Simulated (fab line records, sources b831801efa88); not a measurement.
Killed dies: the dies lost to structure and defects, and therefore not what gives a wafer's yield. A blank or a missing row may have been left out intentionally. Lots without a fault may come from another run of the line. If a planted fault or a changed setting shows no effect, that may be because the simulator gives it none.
Split-lot experiment    flow sky130    route with 708 steps; 5 lots, 23 wafers read

## ON THE SPLIT
At SKY_FIELD_ISO_COAT_08 (resist thk 450 nm), the setting resist-thk-nm was moved away from the recipe's 450 nm on 5 of the 23 wafers read, by -5.3% to -2.4%. This setting was run at the recipe's value on the other wafers.

## FROM THE SPLIT TO THE READING: what the file shows between them, 2 steps
- SKY_FIELD_ISO_DEVELOP_12: develop time 60 s (also split here: develop-time-s)
- SKY_FIELD_ISO_ETCH_14: etches BARC in N2/H2, stops on SiO2, time 45.9 s, target depth 60 nm

## THE READING
KrF-thick_of_FIELD_ISO_COAT_08.thk-nm (the simulator's own value, which no gauge read), in nm, at SKY_FIELD_ISO_ETCH_15 (etches the open film in CHF3/O2, stops on Si, target depth 180 nm, time 72 s). The file does not state a usual value for it. Average 239.0 nm, standard deviation 2.6 nm, over the 18 wafers here run with the recipe.

wafer   tool, chamber at the split  resist-thk-nm as run, nm  against the recipe  KrF-thick_of_FIELD_ISO_COAT_08.thk-nm, nm  against lot-mates on the recipe
L074.1  litho-track-01, 0           450                       recipe              234.4                                      -
L074.2  litho-track-01, 0           426.3                     -5.3%               214.1                                      -22.7
L074.3  litho-track-01, 0           426.3                     -5.3%               212.6                                      -24.2
L074.4  litho-track-01, 0           450                       recipe              239.1                                      -
L074.6  litho-track-01, 0           426.3                     -5.3%               213.3                                      -23.4
L077.1  litho-track-01, 0           450                       recipe              237.5                                      -
L077.2  litho-track-01, 0           450                       recipe              240.2                                      -
L077.3  litho-track-01, 0           450                       recipe              237.2                                      -
L077.4  litho-track-01, 0           450                       recipe              235.8                                      -
L077.5  litho-track-01, 0           450                       recipe              239.5                                      -
L079.1  litho-track-02, 0           450                       recipe              237.6                                      -
L079.4  litho-track-02, 0           450                       recipe              242.1                                      -
L079.5  litho-track-02, 0           450                       recipe              237.9                                      -
L080.1  litho-track-02, 0           450                       recipe              244.1                                      -
L080.2  litho-track-02, 0           439                       -2.4%               228.1                                      -12.3
L080.4  litho-track-02, 0           439                       -2.4%               222.6                                      -17.8
L080.5  litho-track-02, 0           450                       recipe              239.6                                      -
L080.6  litho-track-02, 0           450                       recipe              237.6                                      -
L085.1  litho-track-02, 0           450                       recipe              237.8                                      -
L085.2  litho-track-02, 0           450                       recipe              238.9                                      -
L085.3  litho-track-02, 0           450                       recipe              244.9                                      -
L085.4  litho-track-02, 0           450                       recipe              239.7                                      -
L085.6  litho-track-02, 0           450                       recipe              238.2                                      -

THE FIT
A straight line over all 23 wafers: KrF-thick_of_FIELD_ISO_COAT_08.thk-nm changes by +4.94 nm for each +1% of resist-thk-nm; r = +0.96; the points scatter about the line by 2.6 nm.
The same after taking each lot's own level away (the mean of its wafers on the recipe; 23 wafers): +4.62 nm for each +1%; r = +0.96; scatter 2.6 nm.
That fit puts the effect of the largest move of resist-thk-nm on the reading at 24 nm.
The span of the lots' own levels, 236.75 to 240.43 nm, comes to 1.4 times the standard deviation stated above.
The two slopes agree, so the slope changes little with the lot-to-lot level.
Check: for one of the wafers moved furthest among these (-5.3%), held out of the fit, the line's prediction against its lot-mates is -25.3 nm. It came out at -22.7 nm against them.

## OTHER SPLITS ON THESE WAFERS
Before the reading, these wafers also passed through other splits. Each is held against what the fit with the lots' levels taken away leaves over:
other split on the same wafers           wafers away from the commonest value  r with KrF-thick_of_FIELD_ISO_COAT_08.thk-nm (lot level and that fit taken away)
SKY_FIELD_ISO_OXIDATION_01 temp-c        10                                    +0.12
SKY_FIELD_ISO_DEVELOP_12 develop-time-s  8                                     -0.21

## THE WHOLE CHAIN: every reading that the file lists as answering this split, in the file's order
step                    what it does                                                                  reading                                                                                 change (the file's fit)               r (the file's)
SKY_FIELD_ISO_COAT_08   resist thk 450 nm                                                             KrF-thick_of_FIELD_ISO_COAT_08.thk-nm (the simulator's own value, which no gauge read)  +4.34 nm for each +1% of the setting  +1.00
SKY_FIELD_ISO_ETCH_14   etches BARC in N2/H2, stops on SiO2, time 45.9 s, target depth 60 nm          KrF-thick_of_FIELD_ISO_COAT_08.thk-nm (the simulator's own value, which no gauge read)  +4.45 nm for each +1% of the setting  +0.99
SKY_FIELD_ISO_ETCH_15   etches the open film in CHF3/O2, stops on Si, target depth 180 nm, time 72 s  KrF-thick_of_FIELD_ISO_COAT_08.thk-nm (the simulator's own value, which no gauge read)  +4.76 nm for each +1% of the setting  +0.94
SKY_FIELD_ISO_STRIP_16  strips in O2/N2                                                               strip-time-to-endpoint-s                                                                withheld for each +1% of the setting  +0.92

## THE FILE'S OWN FIT
KrF-thick_of_FIELD_ISO_COAT_08.thk-nm changes by +4.76 nm for each +1% of resist-thk-nm, r = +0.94.
